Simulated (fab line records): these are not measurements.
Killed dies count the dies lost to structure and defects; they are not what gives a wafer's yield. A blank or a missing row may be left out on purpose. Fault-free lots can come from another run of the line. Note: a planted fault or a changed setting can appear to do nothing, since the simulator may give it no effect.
Which tool did it? :: flow sky130 :: Sampling: 12 lots, 36 wafers, 4 of 708 route steps

== WHAT THE GAUGES READ, wafer by wafer ==
The record lacks any reading of a measuring or inspecting step that a usual standard deviation could be used to judge.

== WHAT TOOL EACH LOT RAN ON (gives the tool, then ch and the chambers of the sampled wafers, and finally the start) ==
lot: L750
SKY_SONOS_ONO_ETCH_15: rieDiel-03 ch 0,2, day 12 09:59
SKY_SPACER_ETCHBACK_02: rieDiel-01 ch 0,1, day 22 14:07
SKY_POLY_CUT_ETCH_11: rieDiel-03 ch 0,2,3, day 24 00:23
SKY_SD_P_DEVELOP_06: lithoTrack-03 ch 0, day 25 06:39

lot: L754
SKY_SONOS_ONO_ETCH_15: rieDiel-04 ch 1,2, day 13 18:26
SKY_SPACER_ETCHBACK_02: rieDiel-02 ch 0,1,2, day 24 05:33
SKY_POLY_CUT_ETCH_11: rieDiel-01 ch 1,3, day 25 11:03
SKY_SD_P_DEVELOP_06: lithoTrack-01 ch 0, day 26 15:41

lot: L753
SKY_SONOS_ONO_ETCH_15: rieDiel-03 ch 2,3, day 13 18:56
SKY_SPACER_ETCHBACK_02: rieDiel-01 ch 0,1,2, day 24 04:20
SKY_POLY_CUT_ETCH_11: rieDiel-03 ch 0,1,3, day 25 10:35
SKY_SD_P_DEVELOP_06: lithoTrack-04 ch 0, day 26 15:06

lot: L755
SKY_SONOS_ONO_ETCH_15: rieDiel-04 ch 0,1,3, day 14 08:40
SKY_SPACER_ETCHBACK_02: rieDiel-04 ch 1,3, day 24 21:08
SKY_POLY_CUT_ETCH_11: rieDiel-04 ch 0,2,3, day 26 02:20
SKY_SD_P_DEVELOP_06: lithoTrack-01 ch 0, day 27 07:05

lot: L756
SKY_SONOS_ONO_ETCH_15: rieDiel-04 ch 0,1, day 14 18:49
SKY_SPACER_ETCHBACK_02: rieDiel-01 ch 0,2, day 25 09:38
SKY_POLY_CUT_ETCH_11: rieDiel-03 ch 1,3, day 26 15:05
SKY_SD_P_DEVELOP_06: lithoTrack-04 ch 0, day 27 19:07

lot: L757
SKY_SONOS_ONO_ETCH_15: rieDiel-02 ch 2,3, day 15 05:49
SKY_SPACER_ETCHBACK_02: rieDiel-02 ch 2,3, day 25 18:07
SKY_POLY_CUT_ETCH_11: rieDiel-04 ch 1,3, day 26 22:51
SKY_SD_P_DEVELOP_06: lithoTrack-01 ch 0, day 28 02:19

lot: L758
SKY_SONOS_ONO_ETCH_15: rieDiel-02 ch 0,2,3, day 15 10:44
SKY_SPACER_ETCHBACK_02: rieDiel-01 ch 0,1,2, day 26 00:07
SKY_POLY_CUT_ETCH_11: rieDiel-01 ch 2,3, day 27 04:57
SKY_SD_P_DEVELOP_06: lithoTrack-01 ch 0, day 28 09:10

lot: L767
SKY_SONOS_ONO_ETCH_15: rieDiel-03 ch 1,3, day 18 13:05
SKY_SPACER_ETCHBACK_02: rieDiel-02 ch 1,3, day 29 09:02
SKY_POLY_CUT_ETCH_11: rieDiel-03 ch 1,3, day 30 13:02
SKY_SD_P_DEVELOP_06: lithoTrack-01 ch 0, day 31 16:20

lot: L768
SKY_SONOS_ONO_ETCH_15: rieDiel-02 ch 0,2,3, day 18 17:56
SKY_SPACER_ETCHBACK_02: rieDiel-02 ch 0,1,2, day 29 05:47
SKY_POLY_CUT_ETCH_11: rieDiel-01 ch 0,1, day 30 10:24
SKY_SD_P_DEVELOP_06: lithoTrack-01 ch 0, day 31 13:08

lot: L771
SKY_SONOS_ONO_ETCH_15: rieDiel-03 ch 0,1, day 19 18:41
SKY_SPACER_ETCHBACK_02: rieDiel-04 ch 0,1,2, day 30 04:16
SKY_POLY_CUT_ETCH_11: rieDiel-03 ch 1,2,3, day 31 07:28
SKY_SD_P_DEVELOP_06: lithoTrack-04 ch 0, day 32 10:10

lot: L770
SKY_SONOS_ONO_ETCH_15: rieDiel-03 ch 2,3, day 20 05:35
SKY_SPACER_ETCHBACK_02: rieDiel-01 ch 1,3, day 30 13:00
SKY_POLY_CUT_ETCH_11: rieDiel-04 ch 0,2, day 31 16:23
SKY_SD_P_DEVELOP_06: lithoTrack-04 ch 0, day 32 19:49

lot: L772
SKY_SONOS_ONO_ETCH_15: rieDiel-02 ch 1,2, day 20 15:35
SKY_SPACER_ETCHBACK_02: rieDiel-01 ch 0,1, day 30 21:25
SKY_POLY_CUT_ETCH_11: rieDiel-04 ch 0,1,2, day 31 23:59
SKY_SD_P_DEVELOP_06: lithoTrack-03 ch 0, day 33 02:42
- SKY_SONOS_ONO_ETCH_15: etches the open film in CHF3/O2, target depth 19.52 nm, time 7.8 s.
- SKY_SPACER_ETCHBACK_02: etches Si3N4 in CH3F/O2, stops on SiO2, time 46.7 s, target depth 45 nm.
- SKY_POLY_CUT_ETCH_11: etches Si3N4 in CF4/CH2F2/Ar, stops on poly-Si, time 42.5 s, target depth 60 nm.
- SKY_SD_P_DEVELOP_06: develop time 60 s.

== AS READ BY THE TOOLS THEMSELVES (means over the sampled wafers that have a number; for cases with no such wafer, the mark the record gives instead) ==
SKY_SONOS_ONO_ETCH_15.
lot: L750
tool: rieDiel-03
drypumpMotorCurrentA (A): 5.6
oesProductAu (a.u.): 1.012
throttleValvePct (%): 8.829

lot: L754
tool: rieDiel-04
drypumpMotorCurrentA (A): 5.7
oesProductAu (a.u.): 1.000
throttleValvePct (%): 8.825

lot: L753
tool: rieDiel-03
drypumpMotorCurrentA (A): 5.4
oesProductAu (a.u.): 1.003
throttleValvePct (%): 8.829

lot: L755
tool: rieDiel-04
drypumpMotorCurrentA (A): 5.8
oesProductAu (a.u.): 1.000
throttleValvePct (%): 8.819

lot: L756
tool: rieDiel-04
drypumpMotorCurrentA (A): 5.7
oesProductAu (a.u.): 1.012
throttleValvePct (%): 8.827

lot: L757
tool: rieDiel-02
drypumpMotorCurrentA (A): 5.5
oesProductAu (a.u.): 0.987
throttleValvePct (%): 8.824

lot: L758
tool: rieDiel-02
drypumpMotorCurrentA (A): 5.7
oesProductAu (a.u.): 1.003
throttleValvePct (%): 8.821

lot: L767
tool: rieDiel-03
drypumpMotorCurrentA (A): 5.3
oesProductAu (a.u.): 0.996
throttleValvePct (%): 8.832

lot: L768
tool: rieDiel-02
drypumpMotorCurrentA (A): 5.7
oesProductAu (a.u.): 0.999
throttleValvePct (%): 8.828

lot: L771
tool: rieDiel-03
drypumpMotorCurrentA (A): 5.8
oesProductAu (a.u.): 0.982
throttleValvePct (%): 8.825

lot: L770
tool: rieDiel-03
drypumpMotorCurrentA (A): 5.4
oesProductAu (a.u.): 1.004
throttleValvePct (%): 8.829

lot: L772
tool: rieDiel-02
drypumpMotorCurrentA (A): 5.5
oesProductAu (a.u.): 1.003
throttleValvePct (%): 8.828

SKY_SPACER_ETCHBACK_02.
lot: L750
tool: rieDiel-01
drypumpMotorCurrentA (A): 6.4
oesProductAu (a.u.): 0.860
throttleValvePct (%): 10.558

lot: L754
tool: rieDiel-02
drypumpMotorCurrentA (A): 5.8
oesProductAu (a.u.): 0.852
throttleValvePct (%): 10.560

lot: L753
tool: rieDiel-01
drypumpMotorCurrentA (A): 6.1
oesProductAu (a.u.): 0.854
throttleValvePct (%): 10.559

lot: L755
tool: rieDiel-04
drypumpMotorCurrentA (A): 5.8
oesProductAu (a.u.): 0.854
throttleValvePct (%): 10.562

lot: L756
tool: rieDiel-01
drypumpMotorCurrentA (A): 5.9
oesProductAu (a.u.): 0.850
throttleValvePct (%): 10.561

lot: L757
tool: rieDiel-02
drypumpMotorCurrentA (A): 5.5
oesProductAu (a.u.): 0.851
throttleValvePct (%): 10.552

lot: L758
tool: rieDiel-01
drypumpMotorCurrentA (A): 6.1
oesProductAu (a.u.): 0.851
throttleValvePct (%): 10.568

lot: L767
tool: rieDiel-02
drypumpMotorCurrentA (A): 5.6
oesProductAu (a.u.): 0.855
throttleValvePct (%): 10.568

lot: L768
tool: rieDiel-02
drypumpMotorCurrentA (A): 5.7
oesProductAu (a.u.): 0.847
throttleValvePct (%): 10.574

lot: L771
tool: rieDiel-04
drypumpMotorCurrentA (A): 5.7
oesProductAu (a.u.): 0.849
throttleValvePct (%): 10.571

lot: L770
tool: rieDiel-01
drypumpMotorCurrentA (A): 6.2
oesProductAu (a.u.): 0.862
throttleValvePct (%): 10.566

lot: L772
tool: rieDiel-01
drypumpMotorCurrentA (A): 6.4
oesProductAu (a.u.): 0.849
throttleValvePct (%): 10.553

SKY_POLY_CUT_ETCH_11.
lot: L750
tool: rieDiel-03
cf4FlowSccm (sccm): 40.03
drypumpMotorCurrentA (A): 5.3
oesProductAu (a.u.): 0.832
throttleValvePct (%): 14.992

lot: L754
tool: rieDiel-01
cf4FlowSccm (sccm): 40.10
drypumpMotorCurrentA (A): 6.2
oesProductAu (a.u.): 0.832
throttleValvePct (%): 14.990

lot: L753
tool: rieDiel-03
cf4FlowSccm (sccm): 40.18
drypumpMotorCurrentA (A): 5.4
oesProductAu (a.u.): 0.837
throttleValvePct (%): 14.997

lot: L755
tool: rieDiel-04
cf4FlowSccm (sccm): 39.96
drypumpMotorCurrentA (A): 5.8
oesProductAu (a.u.): 0.832
throttleValvePct (%): 14.985

lot: L756
tool: rieDiel-03
cf4FlowSccm (sccm): 40.05
drypumpMotorCurrentA (A): 5.3
oesProductAu (a.u.): 0.827
throttleValvePct (%): 14.997

lot: L757
tool: rieDiel-04
cf4FlowSccm (sccm): 40.06
drypumpMotorCurrentA (A): 5.8
oesProductAu (a.u.): 0.831
throttleValvePct (%): 15.003

lot: L758
tool: rieDiel-01
cf4FlowSccm (sccm): 40.02
drypumpMotorCurrentA (A): 5.7
oesProductAu (a.u.): 0.837
throttleValvePct (%): 14.993

lot: L767
tool: rieDiel-03
cf4FlowSccm (sccm): 40.02
drypumpMotorCurrentA (A): 5.3
oesProductAu (a.u.): 0.826
throttleValvePct (%): 15.002

lot: L768
tool: rieDiel-01
cf4FlowSccm (sccm): 39.98
drypumpMotorCurrentA (A): 6.2
oesProductAu (a.u.): 0.829
throttleValvePct (%): 14.987

lot: L771
tool: rieDiel-03
cf4FlowSccm (sccm): 39.96
drypumpMotorCurrentA (A): 5.5
oesProductAu (a.u.): 0.826
throttleValvePct (%): 15.004

lot: L770
tool: rieDiel-04
cf4FlowSccm (sccm): 39.97
drypumpMotorCurrentA (A): 5.8
oesProductAu (a.u.): 0.830
throttleValvePct (%): 14.995

lot: L772
tool: rieDiel-04
cf4FlowSccm (sccm): 40.06
drypumpMotorCurrentA (A): 5.7
oesProductAu (a.u.): 0.825
throttleValvePct (%): 14.992

SKY_SD_P_DEVELOP_06.
lot: L750
tool: lithoTrack-03
chillPlateTempC (C): 23.19
developerTempC (C): 22.97

lot: L754
tool: lithoTrack-01
chillPlateTempC (C): 22.87
developerTempC (C): 22.89

lot: L753
tool: lithoTrack-04
chillPlateTempC (C): 22.90
developerTempC (C): 22.87

lot: L755
tool: lithoTrack-01
chillPlateTempC (C): 22.94
developerTempC (C): 22.90

lot: L756
tool: lithoTrack-04
chillPlateTempC (C): 22.84
developerTempC (C): 22.84

lot: L757
tool: lithoTrack-01
chillPlateTempC (C): 22.83
developerTempC (C): 23.12

lot: L758
tool: lithoTrack-01
chillPlateTempC (C): 23.07
developerTempC (C): 22.92

lot: L767
tool: lithoTrack-01
chillPlateTempC (C): 22.94
developerTempC (C): 23.72

lot: L768
tool: lithoTrack-01
chillPlateTempC (C): 23.13
developerTempC (C): 23.73

lot: L771
tool: lithoTrack-04
chillPlateTempC (C): 23.03
developerTempC (C): 23.09

lot: L770
tool: lithoTrack-04
chillPlateTempC (C): 22.98
developerTempC (C): 22.94

lot: L772
tool: lithoTrack-03
chillPlateTempC (C): 22.93
developerTempC (C): 23.05

== THE ANSWER, worked out from the rows above alone ==
Rule: the lots themselves supply what counts as usual. Put in order of their means at a reading, lots are off if they are a third of the lots or fewer, leave a main group of 4 or more, and stand apart from it by a gap of 3 or more times the standard deviation of the main group's means; of several such gaps the widest counts. Not used: any main group whose means are identical at the precision the tables above print for the reading. A lot without any number at a reading at which 4 lots or more have one is off too. The other lots that the step has rows for count as sound. After the gauges, taken in route order, come the tools' own readings; for these a lot's mean is taken, as printed above. At the first step where some lot is off, the reading lying furthest off is the one used; lots without a number count as furthest.
Off: L767, L768, at SKY_SD_P_DEVELOP_06 (developerTempC). The main group has a mean of 22.96 C with a standard deviation of 0.091.
A tool fits if, at that step or a process step before it, it ran every lot that is off, and no sound lot after the first of them. Undecided on this evidence; 2 tools fit (rieDiel-02 at SKY_SPACER_ETCHBACK_02, lithoTrack-01 at SKY_SD_P_DEVELOP_06).

== WHAT HAD BEEN PUT IN BY THE SIMULATOR ==
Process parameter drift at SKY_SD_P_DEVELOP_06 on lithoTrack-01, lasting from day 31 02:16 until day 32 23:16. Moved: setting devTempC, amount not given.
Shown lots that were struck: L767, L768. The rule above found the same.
